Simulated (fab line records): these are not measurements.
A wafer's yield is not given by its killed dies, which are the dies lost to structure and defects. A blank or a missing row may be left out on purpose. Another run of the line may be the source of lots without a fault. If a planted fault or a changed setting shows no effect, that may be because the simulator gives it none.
8D (eight disciplines) problem report, filled in by code | flow sky130 | the parts of the form that need people (team, actions taken, sign-off) are left out

== 1. PROBLEM STATEMENT ==
Mean of killed_at_M4_up at SKY_PAD_OPEN_PROBE_99: 68.8 across 4 wafers in 2 lots; on wafers with no fault it is 3.1 (standard deviation 1.6). That puts it +41 standard deviations away from the usual mean.
First observed at day 47 06:16: wafer L352.2, on prober-02. The record has a number at this step for 36 wafers belonging to 12 lots. By rule, "out" or "out of limits" means more than 4 standard deviations away from the usual mean. The other wafers with a number count as sound.

== 2. WHAT IT IS, WHAT IT ISN'T ==
question                    | is                                                                                                                         | is not
which readings at this step | killed_at_M4_up, defect-limited-yield, killed-dies, sort_bin_3_pad_short, sort_bin_5_function, sort-n-pass, sort-yield-pct | killed_at_M0_to_M3, killed-at-contacts, killed-at-front-end, killed-open, killed-short, sort_bin_6_memory
which lots                  | L352, L357                                                                                                                 | L348, L349, L350, L351, L355, L364, L365, L366, L369, L370
which wafers of those lots  | L352.2, L352.3, L357.1, L357.3                                                                                             | L352.4, L357.4
read on which tools         | prober-01, prober-02                                                                                                       | -
when                        | from day 47 06:16                                                                                                          | up to then (12 sound wafers); but 20 sound wafers of L352, L355, L357, L364, L365, L366, L369, L370 came after

== 3. SUSPECTS, AND WHAT RULES EACH OUT ==
Counting: if a tool at a process step up to the reading ran every lot that is out, it stays a suspect. Sound lots after the first of them don't rule it out here, since some wafers of a struck lot are sound.
- cvd-w-02 at SKY_VIA3_CVD_21 (deposits W, target thk 390 nm, time 117.31 s): kept. Every lot that is out went through it, the first being L352 (day 41 10:32); the last sound lot it ran before that was L350 (day 40 15:44).
- cvd-w-01 at SKY_VIA4_CVD_18 (deposits W, target thk 505 nm, time 152.14 s): kept. Every lot that is out went through it, the first being L352 (day 44 14:11); the last sound lot it ran before that was L351 (day 44 08:20).
- At SKY_VIA4_CVD_18 on cvd-w-01, chamber 0 took the sound wafers of the same lots and chamber 1 took the wafers that are out.
What counting leaves: cvd-w-02 at SKY_VIA3_CVD_21 and cvd-w-01 at SKY_VIA4_CVD_18.

== 4. THE CAUSE (what the simulator had put in) ==
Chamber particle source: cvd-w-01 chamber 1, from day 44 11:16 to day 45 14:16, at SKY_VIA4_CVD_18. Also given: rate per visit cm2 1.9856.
This tool is one of the 2 suspects left after counting.

== 5. THE EFFECT CHAIN, in route order ==
Each row: a reading where the mean over the struck wafers with a number is more than 3 standard deviations away from the usual. Only readings whose record carries a usual standard deviation are examined. hours: median over the lots of the time between each lot's start at the first step of this table that gives one and its start at this step. sigmas: the change, counted in usual standard deviations.
hours | step                  | reading              | usual  | on struck wafers | change | sigmas
0     | SKY_PAD_OPEN_PROBE_99 | defect-limited-yield | 82.3 % | 69.3             | -13.0  | -6.8
0     | SKY_PAD_OPEN_PROBE_99 | killed_at_M4_up      | 3.1    | 68.8             | +65.7  | +41
0     | SKY_PAD_OPEN_PROBE_99 | killed-dies          | 87     | 151              | +64    | +7.0
0     | SKY_PAD_OPEN_PROBE_99 | sort_bin_3_pad_short | 0.9 %  | 5.1              | +4.2   | +8.4
0     | SKY_PAD_OPEN_PROBE_99 | sort_bin_5_function  | 10.4 % | 19.0             | +8.6   | +5.4
0     | SKY_PAD_OPEN_PROBE_99 | sort-n-pass          | 405    | 341              | -64    | -7.0
0     | SKY_PAD_OPEN_PROBE_99 | sort-yield-pct       | 82.3 % | 69.3             | -13.0  | -6.8
The process steps in it:
- SKY_PAD_OPEN_PROBE_99

== 6. WHAT WOULD HAVE CAUGHT IT SOONER ==
In this record the first reading out of limits was taken at day 47 06:16, 67 hours after the fault began at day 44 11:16.
Of the tool readings at SKY_VIA4_CVD_18 for which the record gives a usual standard deviation, none was out on any struck wafer, so an alarm limit of 4 standard deviations on them would not have fired.
The start of SKY_VIA4_CVD_18 on cvd-w-01 came by day 47 06:16 for every one of the lots that are out (2). Holding the tool at that point would not have protected any of them.
